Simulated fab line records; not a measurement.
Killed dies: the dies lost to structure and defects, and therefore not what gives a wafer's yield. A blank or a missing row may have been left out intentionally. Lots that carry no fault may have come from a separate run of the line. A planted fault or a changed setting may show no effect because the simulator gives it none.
fab line records | flow sky130
record lots=11 wafers=33 lastDay=50
route steps=708 shown METAL2@487 VIA2@523 VIA4@645 METAL5@665
lots that met no fault: taken from a fault-free run of the same line
startH: start of the lot's first displayed wafer, in hours after the record's first day | waitH: hours from the lot's prior step to this one | " same as the row above | L1.1+2: a single row standing in for several wafers | - no value present, or no start provided | * or withheld: withheld | < > ~ a bound
route shown NAME@n: a module of which the file shows steps, and the number in the route of the first | usual: average and standard deviation across the fault-free wafers | same: alike in all rows | chamber/n: place in a boat | sites: readings site by site | _std_site: the standard deviation of these | _edge_site: mean of outer sites minus mean of inner sites | radiusMm: for every site, how far away it sits from the centre of the wafer | mask NAME#n: copy n | behind: the most recent tool/chamber to have shaped the wafer | hold: why the lot went on hold/how many hours it stayed there/how the hold came to an end | device: transistor that didn't switch, given as n, p or np | end of line: the same wafers' tests at the end of the route | for a step that has no rows: nothing shown but its recipe | killed: count of dies lost to structure and defects at first sort (not the wafer's yield) | map: a wafer's dies, marking killed ones x, the rest . and places with no die _
set.NAME: the run value of the setting; set.NAME@STEP: its run value at that earlier step | model.NAME: the simulator's own value behind a step, which no gauge read
the route's steps for a sample of lots (tables are steps, rows are wafers)
services: from which hour (startH, from the record's first day; less than 0 if before it) a tool's chamber was out of use, for how many hours, and why
## steps
# step SKY_METAL2_SPUTTER_04
# recipe material=TiN targetThkNm=70 powerW=6500 timeS=58.3 chamberPressurePa=0.4
# usual throttleValvePct=30.0/0.98
# columns lot.wafer tool chamber startH waitH throttleValvePct
L168.1 pvdSputter-02 - 807.47 0.0 31.8
L168.2 " - " " 29.8
L168.4 " - " " 29.6
L169.1 pvdSputter-01 - 813.38 0.0 30.0
L169.4 " - " " 29.7
L169.5 " - " " 29.9
L170.1 pvdSputter-01 - 828.94 0.0 29.8
L170.2 " - " " 30.2
L170.6 " - " " 30.4
L173.1 pvdSputter-01 - 843.38 0.0 30.0
L173.3 " - " " 29.7
L173.5 " - " " 29.9
L174.1 pvdSputter-01 - 851.10 0.0 31.5
L174.4 " - " " 30.2
L174.5 " - " " 30.3
L179.1 pvdSputter-02 - 897.53 0.0 29.4
L179.2 " - " " 29.3
L179.3 " - " " 32.1
L181.2 pvdSputter-03 - 911.07 0.0 29.8
L181.4 " - " " 29.8
L181.5 " - " " 28.9
L183.4 pvdSputter-02 - 920.73 0.0 29.6
L183.5 " - " " 29.3
L183.6 " - " " 29.5
L184.1 pvdSputter-02 - 927.88 0.0 29.2
L184.5 " - " " 29.2
L184.6 " - " " 32.0
L186.1 pvdSputter-03 - 935.98 0.0 28.9
L186.2 " - " " 29.5
L186.5 " - " " 29.7
L189.2 pvdSputter-02 - 960.83 0.0 29.6
L189.3 " - " " 29.5
L189.6 " - " " 29.4
# step SKY_VIA2_STRIP_16
# recipe chemistry=O2/N2 powerW=1400 pressureMtorr=1500 platenTempC=withheld o2FlowSccm=3000 n2FlowSccm=300 overashFraction=0.5
# usual drypumpMotorCurrentA=5.6/0.44 oesProductAu=0.400/0.0049 stripTimeToEndpointS=4.051/0.027
# columns lot.wafer tool chamber startH waitH drypumpMotorCurrentA oesProductAu rfHoursCounterH stripTimeToEndpointS
L168.1 plasmaAsher-02 1 862.70 0.0 5.6 0.399 102 3.994
L168.2 " 0 " " 6.0 0.395 102 4.053
L168.4 " 1 " " 5.6 0.400 - 4.017
L169.1 plasmaAsher-04 0 868.37 0.0 4.8 0.383 13 4.021
L169.4 " 1 " " 5.9 0.405 - 4.072
L169.5 " 1 " " 5.9 0.395 - 4.074
L170.1 plasmaAsher-01 0 882.95 0.0 5.9 0.391 78 4.010
L170.2 " 1 " " 5.9 0.405 78 4.092
L170.6 " 0 " " 5.9 0.398 - 4.034
L173.1 plasmaAsher-01 0 896.65 0.0 5.9 0.400 79 4.076
L173.3 " 1 " " 5.9 0.405 - 4.066
L173.5 " 0 " " 5.9 0.390 - 4.059
L174.1 plasmaAsher-04 1 904.17 0.0 5.8 0.394 16 4.070
L174.4 " 0 " " 4.8 0.401 - 4.104
L174.5 " 1 " " 5.9 0.393 - 4.089
L179.1 plasmaAsher-02 0 949.20 0.0 6.0 0.403 110 4.074
L179.2 " 1 " " 5.5 0.402 110 4.047
L179.3 " 0 " " 5.9 0.400 - 4.088
L181.2 plasmaAsher-04 0 962.42 0.0 4.8 0.397 22 4.105
L181.4 " 1 " " 5.9 0.400 - 4.091
L181.5 " 1 " " 5.9 0.405 - 4.044
L183.4 plasmaAsher-04 1 971.28 0.1 5.8 0.391 - 4.032
L183.5 " 1 " " 5.9 0.400 - 4.038
L183.6 " 0 " " 4.8 0.397 - 4.068
L184.1 plasmaAsher-02 0 976.45 0.0 6.0 0.396 113 4.046
L184.5 " 1 " " 5.5 0.406 - 4.008
L184.6 " 0 " " 6.0 0.412 - 4.069
L186.1 plasmaAsher-04 1 986.63 0.0 5.9 0.408 24 4.074
L186.2 " 0 " " 4.8 0.397 24 4.020
L186.5 " 0 " " 4.8 0.395 - 4.047
L189.2 plasmaAsher-04 1 1009.95 0.0 5.9 0.409 25 4.073
L189.3 " 0 " " 4.8 0.400 - 4.109
L189.6 " 1 " " 5.9 0.394 - 4.077
# step SKY_VIA4_COAT_06
# recipe resist=NOVOLAK spinRpm=3000 resistThkNm=1140
# columns lot.wafer tool chamber startH waitH
L168.1+2+4 lithoTrack-03 0 1005.86 0.1
L169.1+4+5 lithoTrack-03 0 1011.01 0.1
L170.1+2+6 lithoTrack-03 0 1024.66 0.1
L173.1+3+5 lithoTrack-03 0 1037.76 0.1
L174.1+4+5 lithoTrack-01 0 1043.02 0.1
L179.1+2+3 lithoTrack-04 0 1082.52 0.1
L181.2+4+5 lithoTrack-01 0 1093.29 0.1
L183.4+5+6 lithoTrack-04 0 1099.90 0.1
L184.1+5+6 lithoTrack-04 0 1105.92 0.1
L186.1+2+5 lithoTrack-01 0 1114.97 0.1
L189.2+3+6 lithoTrack-01 0 1133.19 0.1
# step SKY_VIA4_STRIP_13
# recipe chemistry=O2/N2 powerW=1400 pressureMtorr=1500 platenTempC=withheld o2FlowSccm=3000 n2FlowSccm=300 overashFraction=0.5
# usual drypumpMotorCurrentA=5.7/0.35 oesProductAu=0.709/0.0044 stripTimeToEndpointS=12.808/0.029
# columns lot.wafer tool chamber startH waitH drypumpMotorCurrentA oesProductAu rfHoursCounterH stripTimeToEndpointS
L168.1 plasmaAsher-03 1 1017.62 - 5.7 0.709 57 12.835
L168.2 " 0 " " 6.0 0.712 57 12.807
L168.4 " 0 " " 6.0 0.708 - 12.853
L169.1 plasmaAsher-03 0 1022.33 - 6.0 0.707 58 12.774
L169.4 " 1 " " 5.6 0.716 - 12.816
L169.5 " 1 " " 5.7 0.705 - 12.772
L170.1 plasmaAsher-04 1 1036.73 - 5.8 0.703 28 12.791
L170.2 " 0 " " 4.8 0.707 28 12.808
L170.6 " 1 " " 5.9 0.712 - 12.819
L173.1 plasmaAsher-04 1 1049.18 - 5.9 0.705 29 12.818
L173.3 " 0 " " 4.8 0.708 - 12.809
L173.5 " 0 " " 4.8 0.707 - 12.777
L174.1 plasmaAsher-04 0 1055.08 - 4.8 0.712 29 12.822
L174.4 " 1 " " 5.8 0.712 - 12.812
L174.5 " 0 " " 4.8 0.705 - 12.818
L179.1 plasmaAsher-01 0 1093.33 - 5.9 0.703 99 12.780
L179.2 " 1 " " 5.9 0.697 99 12.774
L179.3 " 0 " " 5.9 0.714 - 12.792
L181.2 plasmaAsher-01 0 1103.43 - 5.9 0.713 101 12.796
L181.4 " 0 " " 5.9 0.711 - 12.817
L181.5 " 0 " " 5.9 0.703 - 12.810
L183.4 plasmaAsher-03 1 1110.51 - 5.6 0.713 - 12.805
L183.5 " 0 " " 6.0 0.712 - 12.778
L183.6 " 1 " " 5.6 0.711 - 12.785
L184.1 plasmaAsher-01 0 1116.12 - 5.9 0.713 102 12.883
L184.5 " 1 " " 5.9 0.707 - 12.827
L184.6 " 0 " " 5.9 0.711 - 12.789
L186.1 plasmaAsher-03 1 1124.98 - 5.7 0.702 67 12.244
L186.2 " 0 " " 6.0 0.704 67 12.234
L186.5 " 0 " " 6.0 0.705 - 12.240
L189.2 plasmaAsher-01 1 1142.77 - 5.9 0.707 104 12.174
L189.3 " 0 " " 5.9 0.714 - 12.198
L189.6 " 0 " " 5.9 0.704 - 12.181
# step SKY_METAL5_SPUTTER_04
# recipe material=TiN targetThkNm=70 powerW=6500 timeS=58.3 chamberPressurePa=0.4
# usual throttleValvePct=29.9/0.97
# columns lot.wafer tool chamber startH waitH throttleValvePct
L168.1 pvdSputter-01 - 1019.13 0.0 29.7
L168.2 " - " " 30.0
L168.4 " - " " 31.4
L169.1 pvdSputter-01 - 1023.88 0.0 30.3
L169.4 " - " " 31.8
L169.5 " - " " 30.1
L170.1 pvdSputter-01 - 1038.14 0.0 31.6
L170.2 " - " " 30.0
L170.6 " - " " 30.2
L173.1 pvdSputter-03 - 1050.76 0.0 29.9
L173.3 " - " " 28.3
L173.5 " - " " 29.8
L174.1 pvdSputter-03 - 1056.48 0.0 29.6
L174.4 " - " " 29.1
L174.5 " - " " 29.8
L179.1 pvdSputter-03 - 1095.25 0.0 29.1
L179.2 " - " " 29.4
L179.3 " - " " 28.5
L181.2 pvdSputter-03 - 1104.90 0.0 29.6
L181.4 " - " " 28.9
L181.5 " - " " 29.8
L183.4 pvdSputter-02 - 1111.88 0.0 29.6
L183.5 " - " " 29.5
L183.6 " - " " 29.4
L184.1 pvdSputter-01 - 1117.53 0.0 30.2
L184.5 " - " " 30.2
L184.6 " - " " 31.6
L186.1 pvdSputter-01 - 1126.97 0.0 31.7
L186.2 " - " " 30.2
L186.5 " - " " 30.0
L189.2 pvdSputter-01 - 1144.22 0.0 30.1
L189.3 " - " " 29.8
L189.6 " - " " 29.8
## services
# columns tool chamber startH hours kind
plasmaAsher-04 - 810.80 2.8 pm
plasmaAsher-03 - 811.69 2.8 pm
plasmaAsher-02 - 835.28 1.9 repair
pvdSputter-01 - 877.67 0.8 repair
pvdSputter-01 - 919.69 3.4 repair
pvdSputter-01 3 933.83 - consumableReplace:kit
pvdSputter-01 3 933.83 18.0 scheduledDown
pvdSputter-01 3 933.83 18.0 ventCycle
pvdSputter-01 - 956.24 1.9 repair
pvdSputter-03 - 964.99 3.3 repair
plasmaAsher-04 - 972.01 10.1 pm
pvdSputter-01 - 980.33 1.0 repair
plasmaAsher-04 - 986.84 3.7 repair
plasmaAsher-04 - 988.01 4.1 repair
pvdSputter-02 - 994.26 3.7 repair
pvdSputter-03 - 1024.61 1.7 repair
plasmaAsher-02 - 1055.25 9.0 pm
plasmaAsher-03 - 1058.40 7.3 repair
plasmaAsher-01 - 1073.37 6.3 repair
plasmaAsher-02 - 1096.15 5.8 repair
plasmaAsher-01 - 1104.59 0.6 repair
pvdSputter-01 - 1120.98 1.0 repair
pvdSputter-03 - 1127.23 1.3 repair
plasmaAsher-02 - 1132.86 1.5 repair
## key
firstSign step=SKY_VIA4_STRIP_13 reading=stripTimeToEndpointS direction=down sigmas=21 usual=* struck=*
effect none on later readings
metAt SKY_VIA4_COAT_06
struckLots L186,L189
notActingAt SKY_METAL2_SPUTTER_04,SKY_VIA2_STRIP_16,SKY_METAL5_SPUTTER_04
onsetBetween 1093.29 1114.97
alsoFits time
fault kind=processParameterDrift tool=lithoTrack-01 chamber=- onsetH=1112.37 steps=SKY_VIA4_COAT_06 channel=resistThkNm offset=-55.495 shape=step endH=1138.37 actsIn=theseRecipesOnly stated=1140
